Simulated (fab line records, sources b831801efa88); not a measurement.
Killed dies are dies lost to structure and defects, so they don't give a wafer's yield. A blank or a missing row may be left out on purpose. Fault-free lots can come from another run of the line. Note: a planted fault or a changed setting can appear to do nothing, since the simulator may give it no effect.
Matching of chambers | flow gf180mcu | cmp-02 running GF_V3_CMP_04: 4 sister chambers
The step polishes SiO2. 8 wafers are shown with their chamber, then 12 later ones without.

== WAFERS, EACH WITH ITS CHAMBER ==
wafer  | chamber | motor current A (A) | time to endpoint s (s)
L168.6 | 1       | 12.1                | 90
L174.1 | 0       | 8.2                 | 83
L176.6 | 2       | 10.8                | 80
L177.3 | 2       | 10.9                | 78
L177.6 | 3       | 12.5                | 85
L178.1 | 1       | 12.4                | 81
L178.2 | 3       | 13.1                | 75
L178.3 | 0       | 8.3                 | 82

== WAFERS WITH NO CHAMBER GIVEN ==
wafer  | motor current A (A) | time to endpoint s (s)
L179.1 | 12.4                | 81
L179.2 | 12.6                | 74
L179.4 | 10.4                | 78
L180.1 | 8.6                 | 74
L180.2 | 12.4                | 74
L180.6 | 12.7                | 77
L188.1 | 8.4                 | 79
L188.3 | 10.3                | 75
L188.4 | 13.3                | 74
L189.3 | 10.7                | 76
L189.5 | 10.5                | 81
L189.6 | 12.6                | 80

== EACH ONE'S CHAMBER ==
wafer  | from the rows above     | in truth
L179.1 | can't be placed: 1 or 3 | 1
L179.2 | can't be placed: 3 or 1 | 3
L179.4 | 2                       | 2
L180.1 | 0                       | 0
L180.2 | can't be placed: 3 or 1 | 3
L180.6 | can't be placed: 3 or 1 | 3
L188.1 | 0                       | 0
L188.3 | 2                       | 2
L188.4 | 3                       | 3
L189.3 | 2                       | 2
L189.5 | 2                       | 2
L189.6 | can't be placed: 3 or 1 | 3
Correct placement for 7 of the 12. Unplaceable from these rows: 5, with the true chamber sitting among the candidates in 5. Number placed wrongly: 0.
How it was worked out, from the rows above alone: a wafer's distance from a chamber is the root of the sum, over the readings, of the square of ((its reading less the chamber's mean) divided by the reading's scatter). The wafer belongs to the nearest chamber; if the next one is less than 2 further off, it can't be placed. The mean given for a chamber averages the wafers shown for that chamber. The scatter is the square root of a quotient: the sum, over the shown wafers, of each reading's squared deviation from its chamber's mean, divided by wafers minus chambers.
